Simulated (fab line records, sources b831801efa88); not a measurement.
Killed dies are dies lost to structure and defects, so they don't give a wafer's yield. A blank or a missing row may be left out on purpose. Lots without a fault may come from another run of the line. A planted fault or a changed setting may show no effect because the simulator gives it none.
Chamber matching | flow gf180mcu | GF_CONTACT_CVD_02 on pecvd-01: 3 sister chambers
The step deposits SiO2 from TEOS, target thk 860 nm, time 95.992 s. 3 wafers are shown with their chamber, then 9 later ones without.

WAFERS WITH THEIR CHAMBER
wafer  | chamber | heater_power_w (W)
L704.4 | 1       | 380
L704.5 | 2       | 659
L704.6 | 0       | 622

WAFERS WITHOUT THEIR CHAMBER
wafer  | heater_power_w (W)
L709.1 | 573
L709.3 | 443
L709.6 | 651
L710.1 | 411
L710.2 | 640
L710.6 | 693
L714.2 | 647
L714.4 | 637
L714.5 | 705

WHICH CHAMBER EACH WENT THROUGH
wafer  | from the rows above     | in truth
L709.1 | can't be placed: 0 or 2 | 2
L709.3 | 1                       | 1
L709.6 | can't be placed: 2 or 0 | 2
L710.1 | 1                       | 1
L710.2 | can't be placed: 0 or 2 | 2
L710.6 | can't be placed: 2 or 0 | 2
L714.2 | can't be placed: 2 or 0 | 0
L714.4 | can't be placed: 0 or 2 | 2
L714.5 | can't be placed: 2 or 0 | 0
Placed correctly: 2 of 9. Can't be placed from these rows: 7 (the true chamber is among the candidates in 7). Placed wrongly: 0.
How it was worked out, from the rows above alone: a wafer's distance from a chamber is the root of the sum, over the readings, of the square of ((its reading less the chamber's mean) divided by the reading's scatter). The wafer belongs to the nearest chamber; if the next one is less than 2 further off, it can't be placed. A chamber's mean is the mean of its shown wafers. The scatter: with one shown wafer a chamber, the root of the mean of the squares of how far each hidden wafer lies from its nearest shown one.
